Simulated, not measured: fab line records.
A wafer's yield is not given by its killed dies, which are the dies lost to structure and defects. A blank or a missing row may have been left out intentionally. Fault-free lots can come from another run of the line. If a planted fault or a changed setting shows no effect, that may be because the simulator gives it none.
Problem report in the 8D (eight disciplines) form, filled by code ; flow sky130 ; the parts of the form that need people (team, actions taken, sign-off) are left out

## 1. THE PROBLEM
Across 3 wafers from 2 lots, CONTACT_HDPCVD_THK at SKY_CONTACT_THK_MEAS_03 averages 801 nm, while fault-free wafers read 566 nm with a standard deviation of 5.6. Relative to the usual mean, that is a shift of +42 standard deviations.
Earliest sighting: wafer L322.3 on film-metro-03 at day 34 03:25. The record holds 33 wafers of 11 lots with a number at this step. Rule for "out" (also "out of limits"): further than 4 standard deviations from the usual mean. All remaining wafers that have a number are taken as sound.

## 2. WHAT IT IS; WHAT IT IS NOT
question;is;is not
which readings at this step;CONTACT_HDPCVD_THK;-
which lots;L320, L322;L312, L315, L317, L318, L319, L323, L330, L332, L333
which wafers of those lots;L320.5, L322.3, L322.4;L320.1, L320.6, L322.1
read on which gauges;film-metro-03, film-metro-04;film-metro-02
when;from day 34 03:25;"up to then (16 sound wafers); but 14 sound wafers of L320, L323, L330, L332, L333 came after"

## 3. SUSPECTS, AND WHAT RULES EACH OUT
Counting: a tool at a process step up to the reading stays a suspect if it ran every lot that is out. Sound lots after the first of them don't rule it out here, since some wafers of a struck lot are sound.
- ruled out: the gauge at SKY_CONTACT_THK_MEAS_03. 2 gauges (film-metro-03, film-metro-04) read the wafers that are out.
- hdpcvd-02 at SKY_CONTACT_HDPCVD_02 (deposits SiO2, target thk 565 nm, time 94.2 s): kept. It ran every lot that is out, first L322 (day 34 03:21); its last sound lot up to then is L318 (day 32 21:58).
After counting, what remains is hdpcvd-02 at SKY_CONTACT_HDPCVD_02.

## 4. THE CAUSE (what the simulator had put in)
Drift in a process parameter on hdpcvd-02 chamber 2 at SKY_CONTACT_HDPCVD_02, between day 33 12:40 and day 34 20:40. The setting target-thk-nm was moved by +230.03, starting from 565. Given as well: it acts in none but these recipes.
After counting, this tool was the only one left.

## 5. THE CHAIN OF EFFECTS, in route order
Rows list readings where the struck wafers' mean (over those with a number) sits beyond 3 standard deviations from the usual. Scope: only readings with a usual standard deviation given in the record; hours: median across lots of the time from each lot's start at the first step in this table that gives one to its start at this step; sigmas: change in usual standard deviations.
hours;step;reading;usual;on struck wafers;change;sigmas
0;SKY_CONTACT_THK_MEAS_03;CONTACT_HDPCVD_THK;566 nm;801;+235;+42
0;SKY_CONTACT_CMP_04;time-to-endpoint-s;85 s;173;+88;+24
Process steps it contains:
- SKY_CONTACT_CMP_04: polishes SiO2.

## 6. WHAT WOULD HAVE CAUGHT IT SOONER
15 hours passed between the start of the fault at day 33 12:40 and the first reading out of limits at a measuring or inspecting step in this record, taken at day 34 03:25.
Of the lots that are out (2), L320 began SKY_CONTACT_HDPCVD_02 on hdpcvd-02 after day 34 03:25. A tool hold placed at that time would have kept it from harm.
